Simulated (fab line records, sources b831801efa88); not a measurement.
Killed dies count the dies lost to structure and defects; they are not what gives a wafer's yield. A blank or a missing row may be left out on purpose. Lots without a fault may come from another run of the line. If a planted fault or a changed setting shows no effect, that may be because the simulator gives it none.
What tool caused it? + flow sky130 + 36 wafers from 12 lots sampled at 3 of the route's 708 steps

== WHAT THE GAUGES READ, wafer by wafer ==
SKY_VIA2_CD_MEAS_12 targets a cd of 200 nm.
| lot  | measured     | on       | cdNm (nm)         |
|------|--------------|----------|-------------------|
| L426 | day 36 22:29 | cdSem-02 | 201.2 200.9 200.7 |
| L428 | day 37 14:25 | cdSem-02 | 200.4 201.0 200.0 |
| L429 | day 37 18:14 | cdSem-02 | 199.3 200.2 199.4 |
| L431 | day 38 12:07 | cdSem-01 | 199.5 201.3 201.4 |
| L434 | day 39 12:41 | cdSem-02 | 200.6 200.2 199.0 |
| L435 | day 40 04:34 | cdSem-01 | 201.0 201.8 201.5 |
| L436 | day 40 07:11 | cdSem-02 | 202.9 202.2 201.5 |
| L437 | day 40 11:07 | cdSem-01 | 199.5 199.1 200.2 |
| L444 | day 42 15:59 | cdSem-02 | 200.7 200.4 201.0 |
| L445 | day 42 19:46 | cdSem-02 | 200.9 200.8 201.4 |
| L446 | day 42 22:02 | cdSem-01 | 200.1 200.5 200.1 |
| L447 | day 43 02:29 | cdSem-01 | 199.0 197.0 198.6 |

SKY_VIA2_OVL_MEAS_13.
| lot  | measured     | on         | VIA2_OVL (nm) |
|------|--------------|------------|---------------|
| L426 | day 36 22:37 | overlay-02 | -6 -8 -7      |
| L428 | day 37 14:32 | overlay-01 | -5 -6 -4      |
| L429 | day 37 18:20 | overlay-01 | 4 8 -2        |
| L431 | day 38 12:13 | overlay-02 | -2 -1 1       |
| L434 | day 39 12:47 | overlay-02 | -6 -6 9       |
| L435 | day 40 04:41 | overlay-02 | -5 -4 -1      |
| L436 | day 40 07:17 | overlay-02 | -3 3 -1       |
| L437 | day 40 11:13 | overlay-01 | 0 3 -2        |
| L444 | day 42 16:04 | overlay-01 | 14 9 10       |
| L445 | day 42 19:53 | overlay-02 | 9 7 8         |
| L446 | day 42 22:06 | overlay-01 | -3 4 10       |
| L447 | day 43 02:35 | overlay-02 | -1 -2 2       |

== EACH LOT AND THE TOOL THAT RAN IT (in order: tool; ch and the chambers of the sampled wafers; start) ==
| lot  | SKY_METAL2_ETCH_18               |
|------|----------------------------------|
| L426 | rieMetal-01 ch 0,1, day 35 18:55 |
| L428 | rieMetal-04 ch 0,1, day 36 11:37 |
| L429 | rieMetal-01 ch 0,1, day 36 14:46 |
| L431 | rieMetal-02 ch 0,1, day 37 09:19 |
| L434 | rieMetal-04 ch 0,1, day 38 10:24 |
| L435 | rieMetal-04 ch 0, day 38 23:52   |
| L436 | rieMetal-04 ch 0,1, day 39 04:55 |
| L437 | rieMetal-04 ch 0,1, day 39 08:16 |
| L444 | rieMetal-04 ch 0,1, day 41 15:08 |
| L445 | rieMetal-02 ch 0,1, day 41 18:31 |
| L446 | rieMetal-01 ch 0,1, day 41 21:35 |
| L447 | rieMetal-01 ch 0,1, day 42 01:52 |
- SKY_METAL2_ETCH_18: etches BARC in N2/H2, stops on SiO2, time 45.9 s, target depth 60 nm.

== AS READ BY THE TOOLS THEMSELVES (means over the sampled wafers that have a number; for cases with no such wafer, the mark the record gives instead) ==
SKY_METAL2_ETCH_18.
| lot  | tool        | chamberPressureMTorr (mTorr) | drypumpMotorCurrentA (A) | h2FlowSccm (sccm) | oesProductAu (a.u.) | throttleValvePct (%) |
|------|-------------|------------------------------|--------------------------|-------------------|---------------------|----------------------|
| L426 | rieMetal-01 | 30.01                        | 6.0                      | 200.5             | 0.856               | 13.232               |
| L428 | rieMetal-04 | 30.01                        | 6.1                      | 200.9             | 0.852               | 13.224               |
| L429 | rieMetal-01 | 29.99                        | 6.0                      | 199.2             | 0.858               | 13.217               |
| L431 | rieMetal-02 | 30.00                        | 6.2                      | 200.2             | 0.848               | 13.224               |
| L434 | rieMetal-04 | 29.99                        | 6.1                      | 200.0             | 0.859               | 13.218               |
| L435 | rieMetal-04 | 29.99                        | 6.1                      | 199.4             | 0.856               | 13.222               |
| L436 | rieMetal-04 | 30.01                        | 6.1                      | 200.9             | 0.856               | 13.231               |
| L437 | rieMetal-04 | 30.01                        | 6.1                      | 200.3             | 0.860               | 13.229               |
| L444 | rieMetal-04 | 30.00                        | 6.2                      | 200.2             | 0.855               | 13.221               |
| L445 | rieMetal-02 | 29.98                        | 6.3                      | 199.8             | 0.848               | 13.231               |
| L446 | rieMetal-01 | 30.02                        | 6.0                      | 199.4             | 0.853               | 13.224               |
| L447 | rieMetal-01 | 30.00                        | 6.4                      | 200.5             | 0.850               | 13.215               |

== THE ANSWER, worked out from the rows above alone ==
Rule: the lots themselves supply what counts as usual. Put in order of their means at a reading, lots are off if they are a third of the lots or fewer, leave a main group of 4 or more, and stand apart from it by a gap of 3 or more times the standard deviation of the main group's means; of several such gaps the widest counts. A main group whose means are all the same, to the digits that the tables above print for the reading, isn't used. A lot without any number at a reading at which 4 lots or more have one is off too. All remaining lots with rows at the step are treated as sound. Order of review: gauges by route order, followed by the tools' own readings, for which a lot's mean as printed above is used. The first step at which some lot is off is used, and at that step the reading that is off furthest; a lot without a number counts as furthest.
No lot is off at any reading shown: from this, nothing can be told.

== WHAT HAD BEEN PUT IN BY THE SIMULATOR ==
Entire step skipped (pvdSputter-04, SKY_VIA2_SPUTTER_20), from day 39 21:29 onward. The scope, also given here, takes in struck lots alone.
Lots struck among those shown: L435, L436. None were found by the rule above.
